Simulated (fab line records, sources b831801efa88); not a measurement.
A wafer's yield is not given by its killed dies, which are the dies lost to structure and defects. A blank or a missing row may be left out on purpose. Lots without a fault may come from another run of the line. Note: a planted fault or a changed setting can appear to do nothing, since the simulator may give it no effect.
Which tool was responsible? + flow sky130 + at 1 step of a route of 708, 15 lots with 45 wafers sampled

WHAT THE GAUGES READ, wafer by wafer
The record lacks any reading of a measuring or inspecting step that a usual standard deviation could be used to judge.

WHAT TOOL EACH LOT RAN ON (gives the tool, then ch and the chambers of the sampled wafers, and finally the start)
| lot  | SKY_LI_CONTACT_EXPOSE_09         |
|------|----------------------------------|
| L264 | krfScanner-01 ch 0, day 28 02:22 |
| L265 | krfScanner-02 ch 0, day 28 09:12 |
| L266 | krfScanner-01 ch 0, day 29 04:26 |
| L268 | krfScanner-01 ch 0, day 29 18:02 |
| L269 | krfScanner-02 ch 0, day 30 06:34 |
| L270 | krfScanner-02 ch 0, day 30 12:35 |
| L272 | krfScanner-01 ch 0, day 30 20:16 |
| L276 | krfScanner-02 ch 0, day 32 21:08 |
| L278 | krfScanner-02, day 32 22:52      |
| L279 | krfScanner-01, day 33 14:19      |
| L280 | krfScanner-01, day 34 11:46      |
| L283 | krfScanner-01 ch 0, day 35 15:19 |
| L284 | krfScanner-01 ch 0, day 35 17:56 |
| L287 | krfScanner-02 ch 0, day 35 20:16 |
| L286 | krfScanner-02 ch 0, day 36 00:10 |
- SKY_LI_CONTACT_EXPOSE_09: exposes mask LICM1, target cd 170 nm.

AS READ BY THE TOOLS THEMSELVES (means over the sampled wafers that have a number; for cases with no such wafer, the mark the record gives instead)
SKY_LI_CONTACT_EXPOSE_09. Usual: exposureDoseMJCm2 37.97, standard deviation 0.041; focusOffsetNm -0.1 nm, standard deviation 0.53.
| lot  | tool          | exposureDoseMJCm2 | focusOffsetNm (nm) | flag |
|------|---------------|-------------------|--------------------|------|
| L264 | krfScanner-01 | 37.90             | -0.1               |      |
| L265 | krfScanner-02 | 37.98             | -0.6               |      |
| L266 | krfScanner-01 | 37.96             | 0.2                |      |
| L268 | krfScanner-01 | 37.96             | -0.4               |      |
| L269 | krfScanner-02 | 37.95             | -0.1               |      |
| L270 | krfScanner-02 | 37.98             | -0.1               |      |
| L272 | krfScanner-01 | 37.94             | -0.1               |      |
| L276 | krfScanner-02 | 38.04             | 0.1                |      |
| L278 | krfScanner-02 | -                 | -                  | OFF  |
| L279 | krfScanner-01 | -                 | -                  | OFF  |
| L280 | krfScanner-01 | -                 | -                  | OFF  |
| L283 | krfScanner-01 | 38.00             | 0.0                |      |
| L284 | krfScanner-01 | 37.90             | -0.2               |      |
| L287 | krfScanner-02 | 37.97             | 0.4                |      |
| L286 | krfScanner-02 | 38.05             | -0.2               |      |

THE ANSWER, worked out from the rows above alone
Rule: a lot is off if the mean of its wafers that have a number lies more than 3 standard deviations from the usual mean. Also off: a lot with no number at a reading for which 4 or more lots have one. Where the step has rows for the other lots, those lots are counted as sound. Order of review: gauges by route order, followed by the tools' own readings, for which a lot's mean as printed above is used. At the first step where some lot is off, the reading lying furthest off is the one used; lots without a number count as furthest.
Off, at SKY_LI_CONTACT_EXPOSE_09 on exposureDoseMJCm2: L278, L279, L280. Without a number there: L278, L279, L280.
If a tool, at that step or one of the process steps before it, ran each lot that is off and ran no sound lot following the first of them, it fits. Of those tried, none fits.

WHAT THE SIMULATOR HAD PUT IN
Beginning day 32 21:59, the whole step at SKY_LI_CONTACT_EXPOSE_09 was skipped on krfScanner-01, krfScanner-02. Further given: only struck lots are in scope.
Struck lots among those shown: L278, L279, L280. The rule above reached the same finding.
